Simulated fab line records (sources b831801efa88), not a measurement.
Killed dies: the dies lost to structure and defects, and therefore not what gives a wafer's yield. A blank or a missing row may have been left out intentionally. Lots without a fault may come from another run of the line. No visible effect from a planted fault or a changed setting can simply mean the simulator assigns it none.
Which tool is to blame? || flow sky130 || 12 lots, 36 wafers sampled, at 1 step of a route of 708

## WHAT EACH GAUGE READ, for each wafer
SKY_DNWELL_TW_MEAS_09.
{"lot": "L075", "measured": "day 3 12:31", "on": "film_metro-01", "DNWELL_TW": "1126 1125 1128"}
{"lot": "L077", "measured": "day 3 20:37", "on": "film_metro-03", "DNWELL_TW": "1104 1106 1106"}
{"lot": "L079", "measured": "day 4 18:34", "on": "film_metro-03", "DNWELL_TW": "1115 1115 1107"}
{"lot": "L080", "measured": "day 4 22:16", "on": "film_metro-04", "DNWELL_TW": "1126 1123 1120"}
{"lot": "L083", "measured": "day 5 05:33", "on": "film_metro-04", "DNWELL_TW": "1126 1122 1120"}
{"lot": "L085", "measured": "day 5 22:55", "on": "film_metro-03", "DNWELL_TW": "1117 1117 1113"}
{"lot": "L086", "measured": "day 6 08:16", "on": "film_metro-03", "DNWELL_TW": "1097 1105 1103"}
{"lot": "L089", "measured": "day 6 19:21", "on": "film_metro-04", "DNWELL_TW": "1122 1129 1135"}
{"lot": "L091", "measured": "day 7 03:09", "on": "film_metro-01", "DNWELL_TW": "1136 1134 1141"}
{"lot": "L092", "measured": "day 7 13:12", "on": "film_metro-04", "DNWELL_TW": "1126 1128 1118"}
{"lot": "L095", "measured": "day 8 00:16", "on": "film_metro-04", "DNWELL_TW": "1132 1128 1128"}
{"lot": "L097", "measured": "day 8 07:50", "on": "film_metro-04", "DNWELL_TW": "1125 1127 1125"}

## WHICH TOOL RAN EACH LOT (tool, then ch and the chambers of the sampled wafers, then the start)
No process step before these readings appears in the record.

## THE ANSWER, worked out from the rows above alone
Rule: the usual values come from the lots themselves. The widest of any qualifying gaps counts: lots, ordered by their means at a reading, are off when they make up no more than a third of the lots, leave a main group of 4 or more, and stand apart from it by 3 or more times the standard deviation of that group's means. Not used: any main group whose means are identical at the precision the tables above print for the reading. A lot without any number at a reading at which 4 lots or more have one is off too. Where the step has rows for the other lots, those lots are counted as sound.
No lot is off on any of the readings shown, so nothing can be concluded from this.

## WHAT THE SIMULATOR PUT IN
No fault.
